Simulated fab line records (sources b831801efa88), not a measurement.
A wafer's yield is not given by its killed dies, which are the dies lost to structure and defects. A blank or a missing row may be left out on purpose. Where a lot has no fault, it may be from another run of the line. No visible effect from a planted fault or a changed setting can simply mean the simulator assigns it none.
Which of the tools did it? ; flow sky130 ; 33 wafers from 11 lots sampled at 5 of the route's 708 steps

WHAT THE GAUGES SHOWED, per wafer
SKY_POLY_GATE_THK_MEAS_04. Usual: POLY_GATE_CVD_03_THK typically reads 75.1 nm, with standard deviation 0.71.
lot;measured;on;POLY_GATE_CVD_03_THK (nm);flag
L795;day 15 04:57;film_metro-01;75.3 74.8 75.1;
L796;day 15 10:10;film_metro-04;74.6 74.1 74.3;
L797;day 15 21:12;film_metro-01;74.6 75.5 75.3;
L799;day 16 17:28;film_metro-03;74.2 74.7 74.5;
L801;day 17 02:46;film_metro-04;75.7 74.7 75.4;
L805;day 18 21:04;film_metro-01;76.2 76.1 75.6;
L810;day 20 11:26;film_metro-04;74.9 73.7 74.5;
L812;day 21 06:34;film_metro-03;75.4 74.4 75.3;
L813;day 21 20:30;film_metro-01;76.3 75.9 76.0;
L816;day 22 14:22;film_metro-01;74.7 75.7 74.9;
L818;day 23 07:50;film_metro-01;76.5 75.9 76.1;

SKY_LDD_HVN_TW_MEAS_10. Usual: LDD_HVN_TW typically reads 1436, with standard deviation 9.4.
lot;measured;on;LDD_HVN_TW;flag
L795;day 20 05:51;film_metro-03;1428 1435 1434;
L796;day 20 13:19;film_metro-04;1448 1454 1442;
L797;day 21 03:54;film_metro-01;1425 1423 1414;
L799;day 22 00:28;film_metro-03;1435 1444 1432;
L801;day 22 09:54;film_metro-04;1442 1442 1444;
L805;day 24 06:19;film_metro-03;1425 1438 1431;
L810;day 25 15:55;film_metro-03;1431 1441 1432;
L812;day 26 13:19;film_metro-03;2645 2646 2639;OFF
L813;day 26 23:05;film_metro-04;1434 1440 1450;
L816;day 27 15:33;film_metro-01;2648 2632 2618;OFF
L818;day 28 08:57;film_metro-01;1440 1448 1430;

EACH LOT AND THE TOOL THAT RAN IT (in order: tool; ch and the chambers of the sampled wafers; start)
lot;SKY_POLY_GATE_ETCH_15;SKY_LDD_P_STRIP_10;SKY_LDD_HVN_IMPLANT_08
L795;rie_diel-02 ch 0,3, day 16 08:46;plasma_asher-03 ch 0,1, day 18 23:10;implanter-01 ch 0, day 20 05:36
L796;rie_diel-04 ch 0,1,3, day 16 14:35;plasma_asher-01 ch 0,1, day 19 05:46;implanter-03 ch 0, day 20 13:04
L797;rie_diel-04 ch 1,2,3, day 17 01:38;plasma_asher-01 ch 0,1, day 19 20:19;implanter-04 ch 0, day 21 03:42
L799;rie_diel-04 ch 0,1, day 17 23:16;plasma_asher-03 ch 0,1, day 20 17:46;implanter-01 ch 0, day 22 00:13
L801;rie_diel-02 ch 2,3, day 18 08:43;plasma_asher-03 ch 0,1, day 21 02:52;implanter-03 ch 0, day 22 09:39
L805;rie_diel-04 ch 0,1,2, day 20 03:49;plasma_asher-03 ch 0,1, day 22 23:23;implanter-01 ch 0, day 24 06:06
L810;rie_diel-02 ch 0,2,3, day 21 18:40;plasma_asher-02 ch 0,1, day 24 10:22;implanter-03 ch 0, day 25 15:42
L812;rie_diel-04 ch 0,1,3, day 22 13:52;plasma_asher-01 ch 0,1, day 25 07:33;implanter-03 ch 0, day 26 13:04
L813;rie_diel-04 ch 1,2,3, day 23 02:43;plasma_asher-02 ch 0,1, day 25 17:25;implanter-04 ch 0, day 26 22:50
L816;rie_diel-04 ch 0,2,3, day 23 20:23;plasma_asher-02 ch 0,1, day 26 10:31;implanter-03 ch 0, day 27 15:18
L818;rie_diel-01 ch 0,1,3, day 24 14:31;plasma_asher-02 ch 0,1, day 27 03:46;implanter-04 ch 0, day 28 08:42
- SKY_POLY_GATE_ETCH_15: etches BARC in N2/H2, stops on SiO2, time 118.5 s, target depth 110 nm.
- SKY_LDD_P_STRIP_10: strips in O2/N2.
- SKY_LDD_HVN_IMPLANT_08

WHAT THE TOOLS THEMSELVES READ (means of the sampled wafers that have a number; where no wafer has one, the mark that the record gives instead)
SKY_POLY_GATE_ETCH_15. Usual: chamber_pressure_mTorr 30.003 mTorr, standard deviation 0.026; drypump_motor_current_A 5.6 A, standard deviation 0.66; n2_flow_sccm 100.0 sccm, standard deviation 0.31; oes_product_au 0.716 a.u., standard deviation 0.0046; throttle_valve_pct 13.214 %, standard deviation 0.0094.
lot;tool;chamber_pressure_mTorr (mTorr);drypump_motor_current_A (A);n2_flow_sccm (sccm);oes_product_au (a.u.);throttle_valve_pct (%);flag
L795;rie_diel-02;29.985;4.9;100.2;0.720;13.214;
L796;rie_diel-04;29.989;5.5;100.1;0.715;13.200;
L797;rie_diel-04;30.015;5.8;99.8;0.720;13.216;
L799;rie_diel-04;30.005;5.2;99.9;0.712;13.210;
L801;rie_diel-02;29.991;6.0;100.0;0.720;13.211;
L805;rie_diel-04;30.021;5.7;100.0;0.720;13.220;
L810;rie_diel-02;30.003;5.5;99.8;0.716;13.220;
L812;rie_diel-04;30.004;5.5;99.9;0.720;13.211;
L813;rie_diel-04;30.006;5.8;99.8;0.714;13.209;
L816;rie_diel-04;29.974;5.9;99.9;0.712;13.212;
L818;rie_diel-01;30.003;5.4;100.3;0.717;13.221;

SKY_LDD_P_STRIP_10. Usual: chamber_pressure_mTorr 1499.9 mTorr, standard deviation 1.4; drypump_motor_current_A 5.7 A, standard deviation 0.48; n2_flow_sccm 300.0 sccm, standard deviation 0.88; o2_flow_sccm 3000 sccm, standard deviation 9.3; oes_product_au 0.716 a.u., standard deviation 0.0043; strip_time_to_endpoint_s 14.18 s, standard deviation 0.033.
lot;tool;chamber_pressure_mTorr (mTorr);drypump_motor_current_A (A);n2_flow_sccm (sccm);o2_flow_sccm (sccm);oes_product_au (a.u.);strip_time_to_endpoint_s (s);flag
L795;plasma_asher-03;1499.9;5.8;300.4;3007;0.719;14.19;
L796;plasma_asher-01;1500.0;6.1;300.2;2995;0.717;14.19;
L797;plasma_asher-01;1501.0;6.1;299.9;3004;0.715;14.16;
L799;plasma_asher-03;1499.9;5.9;298.6;2994;0.715;14.18;
L801;plasma_asher-03;1500.4;6.0;300.0;3000;0.715;14.15;
L805;plasma_asher-03;1498.9;5.9;299.8;2994;0.710;14.19;
L810;plasma_asher-02;1500.4;5.5;300.7;3000;0.713;14.19;
L812;plasma_asher-01;1500.2;6.1;299.6;3008;0.716;14.23;
L813;plasma_asher-02;1499.1;5.1;300.3;3006;0.713;14.16;
L816;plasma_asher-02;1501.3;5.1;299.3;3010;0.716;14.18;
L818;plasma_asher-02;1499.8;5.5;300.4;3000;0.715;14.16;

SKY_LDD_HVN_IMPLANT_08. Usual: dose_ions_cm2 3.0002e+13, standard deviation 2.9e+10; end_station_pressure_torr 5.13e-06 Torr, standard deviation 3e-07; faraday_current_uA 169, standard deviation 3.6.
lot;tool;dose_ions_cm2;end_station_pressure_torr (Torr);faraday_current_uA;flag
L795;implanter-01;3.0021e+13;5.40e-06;169;
L796;implanter-03;2.9981e+13;4.87e-06;170;
L797;implanter-04;3.0000e+13;5.05e-06;172;
L799;implanter-01;2.9973e+13;5.35e-06;169;
L801;implanter-03;3.0017e+13;5.11e-06;168;
L805;implanter-01;3.0025e+13;5.18e-06;169;
L810;implanter-03;3.0001e+13;5.02e-06;166;
L812;implanter-03;2.1637e+14;6.13e-06;1210;OFF
L813;implanter-04;3.0010e+13;5.01e-06;169;
L816;implanter-03;2.1635e+14;6.00e-06;1220;OFF
L818;implanter-04;3.0026e+13;4.94e-06;166;

THE ANSWER, worked out from the rows above alone
Rule: a lot is off if the mean of its wafers that have a number lies more than 3 standard deviations from the usual mean. Also off: a lot with no number at a reading for which 4 or more lots have one. Where the step has rows for the other lots, those lots are counted as sound. The gauges are gone through in route order, then the tools' own readings, and for those a lot's mean is taken as printed above. At the first step where some lot is off, the reading lying furthest off is the one used; lots without a number count as furthest.
Off: L812, L816, seen at SKY_LDD_HVN_TW_MEAS_10 (LDD_HVN_TW).
A tool fits if, at a process step before that reading, it ran every lot that is off, and no sound lot after the first of them. Not tried: the gauges at SKY_LDD_HVN_TW_MEAS_10; whatever is off there is also off at SKY_LDD_HVN_IMPLANT_08, on other tools, and gauge error can't account for it. One fits: SKY_LDD_HVN_IMPLANT_08 on implanter-03. Its last sound lot is L810 (day 25 15:42), its first lot that is off L812 (day 26 13:04): a fault that began between those two fits.
The tool's own readings at SKY_LDD_HVN_IMPLANT_08 bear it out: on the lots that are off they differ by more than 5 times the standard deviation of the sound lots' means. dose_ions_cm2 reads 2.1636e+14 there against 3.0006e+13 on the sound lots; end_station_pressure_torr reads 6.07e-06 Torr there against 5.10e-06 Torr on the sound lots; faraday_current_uA reads 1215 there against 169 on the sound lots.

WHAT THE SIMULATOR HAD INSERTED
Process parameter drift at SKY_LDD_HVN_IMPLANT_08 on implanter-03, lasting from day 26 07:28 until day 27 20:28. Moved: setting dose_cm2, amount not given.
Lots struck among those shown: L812, L816. The same result came from the rule above.
